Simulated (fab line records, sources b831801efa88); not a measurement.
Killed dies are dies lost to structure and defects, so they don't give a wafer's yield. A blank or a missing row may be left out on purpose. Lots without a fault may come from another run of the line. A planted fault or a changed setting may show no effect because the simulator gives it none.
fab line records | flow gf180mcu
record lots=13 wafers=39 last_day=34
route steps=602 shown M1@315 V1@352 MIM@508 V5@541
lots that met no fault: from a run of the same line without faults
start_h: hours from the record's first day to the start of the lot's first wafer shown | wait_h: hours since the lot's step before | " the same as in the row above | L1.1+2: a row that stands for several wafers | - no value, or no start given | * or withheld: withheld | < > ~ a bound
route shown NAME@n: a module of which the file shows steps, and the number in the route of the first | usual: mean/standard deviation of fault-free wafers | same: alike in all rows | chamber/n: place in a boat | sites: the reading at each site | _std_site: their standard deviation | _edge_site: outer sites' mean less inner sites' | radius_mm: how far each site lies from the wafer's centre | mask NAME#n: copy n | behind: the tool/chamber that last shaped the wafer | hold: why the lot was held/for how many hours/how that ended | device: the transistor (n, p or np) that didn't switch | end of line: the same wafers' tests at the end of the route | a step without rows: its recipe alone | killed: dies lost to structure and defects at the first sort, not the wafer's yield | map: a wafer's dies, x killed, . not, _ none there
set.NAME: the setting as run; set.NAME@STEP: as run at that earlier step | model.NAME: the simulator's own value behind a step, which no gauge read
steps of the route over a sample of lots; a table a step, a row a wafer
services: from which hour (start_h, from the record's first day; less than 0 if before it) a tool's chamber was out of use, for how many hours, and why
## steps
# step GF_M1_SPUTTER_00
# recipe material=Ti target_thk_nm=37.5 arriving_ion_energy_ev=80 substrate_temp_c=200 chamber_pressure_pa=2 power_w=4000 time_s=150
# usual throttle_valve_pct=29.7/1.2
# columns lot.wafer tool chamber start_h wait_h throttle_valve_pct
L502.1 pvd_sputter-03 - 369.58 0.1 29.4
L502.2 " - " " 30.5
L502.4 " - " " 31.3
L503.1 pvd_sputter-03 - 379.99 0.1 29.8
L503.4 " - " " 31.1
L503.5 " - " " 31.1
L504.3 pvd_sputter-01 - 382.89 0.2 30.8
L504.4 " - " " 30.9
L504.6 " - " " 30.6
L506.4 pvd_sputter-03 - 395.34 0.1 29.7
L506.5 " - " " 31.6
L506.6 " - " " 30.6
L508.1 pvd_sputter-01 - 416.09 0.1 29.5
L508.2 " - " " 30.8
L508.6 " - " " 28.0
L513.1 pvd_sputter-01 - 472.23 0.1 28.2
L513.4 " - " " 30.7
L513.5 " - " " 29.7
L514.2 pvd_sputter-04 - 488.94 0.1 29.3
L514.4 " - " " 30.6
L514.5 " - " " 29.2
L516.2 pvd_sputter-01 - 504.28 0.1 28.0
L516.3 " - " " 29.6
L516.4 " - " " 31.2
L517.1 pvd_sputter-04 - 508.96 0.1 30.7
L517.3 " - " " 29.2
L517.4 " - " " 29.1
L518.1 pvd_sputter-04 - 515.27 0.1 28.9
L518.2 " - " " 30.8
L518.6 " - " " 30.4
L520.1 pvd_sputter-04 - 521.17 0.1 27.6
L520.2 " - " " 29.2
L520.6 " - " " 30.5
L521.1 pvd_sputter-04 - 530.02 0.1 29.3
L521.3 " - " " 30.9
L521.4 " - " " 29.5
L524.1 pvd_sputter-04 - 550.46 0.1 28.9
L524.4 " - " " 31.1
L524.6 " - " " 29.2
# step GF_V1_ETCH_17
# recipe chemistry=C4F8/O2/Ar mask_material=KrF target=SiO2 stop_on=TiN source_w=1500 bias_w=1200 pressure_mtorr=40 c4f8_flow_sccm=withheld O2_flow_sccm=6 Ar_flow_sccm=300 time_s=withheld target_depth_a=6300
# usual oes_product_au=0.856/0.0044
# columns lot.wafer tool chamber start_h wait_h oes_product_au
L502.1 rie_diel-01 3 - - 0.855
L502.2 " 0 " " 0.851
L502.4 " 1 " " 0.862
L503.1 rie_diel-01 3 - - 0.857
L503.4 " 0 " " 0.853
L503.5 " 3 " " 0.855
L504.3 rie_diel-04 0 - - 0.858
L504.4 " 1 " " 0.855
L504.6 " 3 " " 0.849
L506.4 rie_diel-03 3 - - 0.852
L506.5 " 3 " " 0.854
L506.6 " 0 " " 0.856
L508.1 rie_diel-01 0 - - 0.858
L508.2 " 3 " " 0.860
L508.6 " 1 " " 0.854
L513.1 rie_diel-04 3 - - 0.851
L513.4 " 0 " " 0.860
L513.5 " 0 " " 0.856
L514.2 rie_diel-03 0 - - 0.854
L514.4 " 2 " " 0.855
L514.5 " 1 " " 0.855
L516.2 rie_diel-04 3 - - 0.855
L516.3 " 2 " " 0.849
L516.4 " 1 " " 0.857
L517.1 rie_diel-01 2 - - 0.849
L517.3 " 3 " " 0.847
L517.4 " 0 " " 0.855
L518.1 rie_diel-03 1 - - 0.853
L518.2 " 3 " " 0.852
L518.6 " 1 " " 0.861
L520.1 rie_diel-04 3 - - 0.865
L520.2 " 2 " " 0.858
L520.6 " 1 " " 0.855
L521.1 rie_diel-01 0 - - 0.858
L521.3 " 3 " " 0.849
L521.4 " 2 " " 0.856
L524.1 rie_diel-01 3 - - 0.856
L524.4 " 2 " " 0.851
L524.6 " 2 " " 0.856
# step GF_MIM_CVD_05
# recipe material=Si3N4 target_thk_nm=42 temp_max_c=400 temp_c=385 time_s=29.086 rf_w=450
# usual heater_power_w=668/110
# columns lot.wafer tool chamber start_h wait_h heater_power_w
L502.1 pecvd-04 2 568.56 0.0 769
L502.2 " 1 " " 573
L502.4 " 2 " " 781
L503.1 pecvd-02 0 579.67 0.0 716
L503.4 " 1 " " 533
L503.5 " 0 " " 717
L504.3 pecvd-04 1 583.47 0.0 514
L504.4 " 2 " " 707
L504.6 " 2 " " 708
L506.4 pecvd-02 0 593.80 0.0 735
L506.5 " 2 " " 781
L506.6 " 1 " " 499
L508.1 pecvd-02 2 612.38 0.0 913
L508.2 " 0 " " 686
L508.6 " 0 " " 691
L513.1 pecvd-02 0 658.91 0.0 686
L513.4 " 1 " " 586
L513.5 " 2 " " 893
L514.2 pecvd-02 2 672.11 0.0 786
L514.4 " 0 " " 717
L514.5 " 1 " " 487
L516.2 pecvd-04 1 685.24 0.0 534
L516.3 " 0 " " 723
L516.4 " 1 " " 528
L517.1 pecvd-04 1 689.86 0.0 561
L517.3 " 2 " " 768
L517.4 " 1 " " 561
L518.1 pecvd-03 2 695.65 0.0 565
L518.2 " 0 " " 655
L518.6 " 2 " " 563
L520.1 pecvd-03 2 699.77 0.0 548
L520.2 " 0 " " 784
L520.6 " 1 " " 700
L521.1 pecvd-04 0 706.69 0.0 672
L521.3 " 2 " " 729
L521.4 " 0 " " 672
L524.1 pecvd-04 0 721.69 0.0 676
L524.4 " 0 " " 661
L524.6 " 2 " " 816
# step GF_MIM_THK_MEAS_06
# recipe reads=Si3N4_of_MIM_CVD_05
# usual MIM_CVD_05_THK=42.0/0.61
# columns lot.wafer tool chamber start_h wait_h MIM_CVD_05_THK[nm]
L502.1 film_metro-03 - 568.60 0.0 41.9
L502.2 " - " " 42.6
L502.4 " - " " 42.6
L503.1 film_metro-03 - 579.70 0.0 41.4
L503.4 " - " " 42.2
L503.5 " - " " 42.2
L504.3 film_metro-02 - 583.52 0.0 42.3
L504.4 " - " " 42.4
L504.6 " - " " 42.5
L506.4 film_metro-02 - 593.85 0.0 41.9
L506.5 " - " " 42.4
L506.6 " - " " 42.8
L508.1 film_metro-01 - 612.41 0.0 42.0
L508.2 " - " " 41.8
L508.6 " - " " 42.5
L513.1 film_metro-01 - 658.95 0.0 39.4
L513.4 " - " " 40.5
L513.5 " - " " 42.7
L514.2 film_metro-03 - 672.16 0.0 41.7
L514.4 " - " " 39.9
L514.5 " - " " 42.4
L516.2 film_metro-03 - 685.28 0.0 41.6
L516.3 " - " " 41.1
L516.4 " - " " 41.8
L517.1 film_metro-02 - 689.90 0.0 41.5
L517.3 " - " " 42.2
L517.4 " - " " 42.2
L518.1 film_metro-03 - 695.68 0.0 43.2
L518.2 " - " " 42.0
L518.6 " - " " 43.1
L520.1 film_metro-03 - 699.81 0.0 42.5
L520.2 " - " " 41.3
L520.6 " - " " 42.3
L521.1 film_metro-02 - 706.73 0.0 40.6
L521.3 " - " " 42.1
L521.4 " - " " 41.3
L524.1 film_metro-03 - 721.72 0.0 40.9
L524.4 " - " " 41.7
L524.6 " - " " 42.6
# step GF_V5_THK_MEAS_01
# recipe reads=SiO2_of_V5_CVD_00
# usual V5_CVD_00_THK=300/3.3
# columns lot.wafer tool chamber start_h wait_h V5_CVD_00_THK[nm]
L502.1 film_metro-03 - 611.45 0.0 295
L502.2 " - " " 303
L502.4 " - " " 297
L503.1 film_metro-04 - 622.61 0.0 296
L503.4 " - " " 297
L503.5 " - " " 296
L504.3 film_metro-03 - 626.12 0.0 299
L504.4 " - " " 301
L504.6 " - " " 308
L506.4 film_metro-04 - 634.77 0.0 305
L506.5 " - " " 302
L506.6 " - " " 294
L508.1 film_metro-04 - 654.02 0.0 295
L508.2 " - " " 298
L508.6 " - " " 296
L513.1 film_metro-04 - 698.40 0.0 301
L513.4 " - " " 297
L513.5 " - " " 302
L514.2 film_metro-04 - 711.25 0.0 304
L514.4 " - " " 301
L514.5 " - " " 305
L516.2 film_metro-01 - 722.69 0.0 298
L516.3 " - " " 296
L516.4 " - " " 299
L517.1 film_metro-03 - 727.98 0.0 295
L517.3 " - " " 301
L517.4 " - " " 298
L518.1 film_metro-03 - 732.92 0.0 302
L518.2 " - " " 306
L518.6 " - " " 304
L520.1 film_metro-04 - 736.90 0.0 298
L520.2 " - " " 303
L520.6 " - " " 306
L521.1 film_metro-01 - 743.61 0.0 301
L521.3 " - " " 302
L521.4 " - " " 301
L524.1 film_metro-01 - 757.34 0.0 300
L524.4 " - " " 300
L524.6 " - " " 302
## services
# columns tool chamber start_h hours kind
pvd_sputter-01 - 363.39 8.3 repair
pecvd-02 1 366.31 1.8 repair
pecvd-04 - 367.02 0.5 repair
pvd_sputter-04 - 367.73 2.4 repair
pecvd-02 - 368.88 14.0 pm
pecvd-02 0 376.98 7.9 repair
pecvd-02 - 402.55 14.6 pm
rie_diel-01 3 443.05 2.8 repair
pecvd-02 0 466.47 21.2 repair
pecvd-04 - 474.09 1.4 repair
pecvd-04 0 475.76 5.0 repair
rie_diel-01 0 476.48 7.8 repair
pecvd-02 0 494.08 8.3 repair
pecvd-04 - 498.98 14.6 pm
rie_diel-01 1 516.19 6.9 repair
rie_diel-01 - 522.36 2.8 pm
pvd_sputter-04 - 533.78 4.7 repair
pecvd-04 0 575.73 11.7 repair
rie_diel-01 - 581.70 0.4 repair
pecvd-02 0 582.30 4.6 repair
pecvd-04 - 591.12 14.0 pm
rie_diel-01 1 633.53 10.9 repair
pecvd-02 2 652.71 5.4 repair
rie_diel-01 2 683.61 4.9 repair
## key
first_sign step=GF_MIM_THK_MEAS_06 reading=MIM_CVD_05_THK direction=down sigmas=3.4 usual=42.0 struck=39.9
effect none on later readings
met_at GF_MIM_CVD_05
struck_lots L513,L514
struck_wafers L513.1,L513.4,L514.4
not_acting_at GF_M1_SPUTTER_00,GF_V1_ETCH_17,GF_V5_THK_MEAS_01
onset_between 612.38 658.91
fault kind=process_parameter_drift tool=pecvd-02 chamber=- onset_h=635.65 steps=GF_MIM_CVD_05 channel=time_s offset=* shape=step end_h=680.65 scope=struck_wafers_only acts_in=* stated=*
